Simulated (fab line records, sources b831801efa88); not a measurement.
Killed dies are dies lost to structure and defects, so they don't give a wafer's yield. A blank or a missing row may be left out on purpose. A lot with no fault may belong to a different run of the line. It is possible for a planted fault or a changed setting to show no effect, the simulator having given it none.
The same fault as seen by 2 desks -- flow sky130 -- only its own numbers are on each desk; what lay behind them is given at the end

METROLOGY DESK
Lot by lot, what the gauges showed, no matter which tool ran the lot: averages of those sampled wafers that carry a number. Marked OUT: a lot whose mean sits more than 4 standard deviations from the usual mean, which makes it out of limits; the brackets give that distance.
Columns: A = PAD_OPEN_BOW at SKY_PAD_OPEN_BOW_MEAS_13, usual 48 um
lot,first seen here,A
L339,day 45 20:31,49
L340,day 46 03:44,57
L341,day 46 10:38,41
L342,day 46 22:23,46
L345,day 47 14:02,40
L349,day 48 10:31,56
L350,day 48 17:07,59
L353,day 49 09:32,44
L354,day 49 11:03,50
L355,day 49 17:13,57
L358,day 50 05:22,38
L360,day 50 19:32,54
This desk's verdict: no lot among the 12 shows anything out of limits.

TOOL OWNER'S DESK, pvdSputter-03
The tool's own readings at SKY_VIA2_SPUTTER_20 (material TiN, target thk 20 nm, time 80 s): means of the sampled wafers that have a number, for each lot that ran on this tool. Marked OUT: a lot whose mean sits more than 4 standard deviations from the usual mean, which makes it out of limits; the brackets give that distance.
Columns: A = throttleValvePct at SKY_VIA2_SPUTTER_20, usual 29.5 %
lot,first seen here,A
L339,day 36 07:13,30.5
L342,day 37 14:16,30.4
L349,day 39 12:14,31.3
L350,day 40 00:04,30.7
L360,day 42 18:56,30.3
This desk's verdict: no lot among the 5 shows anything out of limits.

ALL TOGETHER
Nothing out of limits was seen by the metrology desk.
The tool owner's desk saw nothing out of limits.

WHAT THE SIMULATOR HAD INSERTED
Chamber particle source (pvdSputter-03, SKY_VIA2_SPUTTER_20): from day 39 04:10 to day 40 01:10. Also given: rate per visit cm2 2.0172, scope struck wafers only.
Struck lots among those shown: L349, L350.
